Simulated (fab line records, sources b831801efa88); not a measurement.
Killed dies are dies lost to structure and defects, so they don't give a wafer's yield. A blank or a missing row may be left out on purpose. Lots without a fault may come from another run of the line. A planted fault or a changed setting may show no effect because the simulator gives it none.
A struck lot beside a sound one | flow gf180mcu | 14 steps out of a route of 602
Sound: wafers L717.2, L717.5, L717.6. Struck: wafers L730.2, L730.5, L730.6. The cause comes at the end.
At each step with rows: each side's tool, then ch and its chambers, then its first start. Under that, the readings that differ: sound wafers | struck wafers | difference of the means | sigmas: that difference in standard deviations of wafers without a fault.
alike: readings whose means differ by less than 2 such deviations, and words and numbers that are the same on both sides. not compared: withheld readings, readings that some wafer has no value for, bounds like >300 that may hide the same value, and numbers for which the record gives no deviation and whose values overlap.
The two part at a step that has a row with sigmas, a row that says differs or no value, or rows on one side only. Numbers that don't overlap but have no deviation are shown without sigmas and don't part them. A reading that every wafer of one side lacks parts them only if that side has two wafers or more.

first, 1 step without rows for these wafers: GF_V4_CVD_00 (deposits SiO2, target thk 600 nm, time 100 s).
GF_V4_THK_MEAS_01:
  sound on film_metro-03, day 23 23:26; struck on film_metro-02, day 29 03:17
  alike: V4_CVD_00_THK
GF_V4_CVD_02: deposits SiO2 from TEOS, target thk 850 nm, time 94.851 s.
  sound on pecvd-01 ch 1,2, day 23 23:29; struck on pecvd-01 ch 0,1,2, day 29 03:20
  alike: heater_power_w, rf_fwd_power_W
GF_V4_THK_MEAS_03:
  sound on film_metro-03, day 23 23:34; struck on film_metro-03, day 29 03:25
  alike: V4_CVD_02_THK
GF_V4_CMP_04: polishes SiO2.
  sound on cmp-01 ch 0,1,2, day 23 23:43; struck on cmp-02 ch 1,2,3, day 29 03:37
  alike: motor_current_A, time_to_endpoint_s
GF_V4_BOW_MEAS_05:
  sound on film_metro-03, day 23 23:56; struck on film_metro-02, day 29 03:47
  alike: V4_BOW
then, 6 steps without rows for these wafers: GF_V4_DEHYDRATE_06 (time 60 s); GF_V4_HMDS_07 (prime time 60 s); GF_V4_COAT_08; GF_V4_COAT_09 (resist thk 1000 nm); GF_V4_SOFTBAKE_10 (time 60 s); GF_V4_EXPOSE_11 (exposes mask Via4, target cd 260 nm).
GF_V4_PEB_12: peb time 90 s.
  sound on litho_track-01 ch 0, day 24 21:38; struck on litho_track-04, day 29 22:14
  no value came back on the struck wafers for chill_plate_temp_C (C), exhaust_pa (Pa), plate_temp_C (C); on the sound wafers chill_plate_temp_C (C) reads 23.09 23.04 23.05
then, 1 step without rows for these wafers: GF_V4_DEVELOP_13 (develop time 60 s).

WHERE THEY PART
Only at GF_V4_PEB_12, within this record.

WHY: what the simulator had put in
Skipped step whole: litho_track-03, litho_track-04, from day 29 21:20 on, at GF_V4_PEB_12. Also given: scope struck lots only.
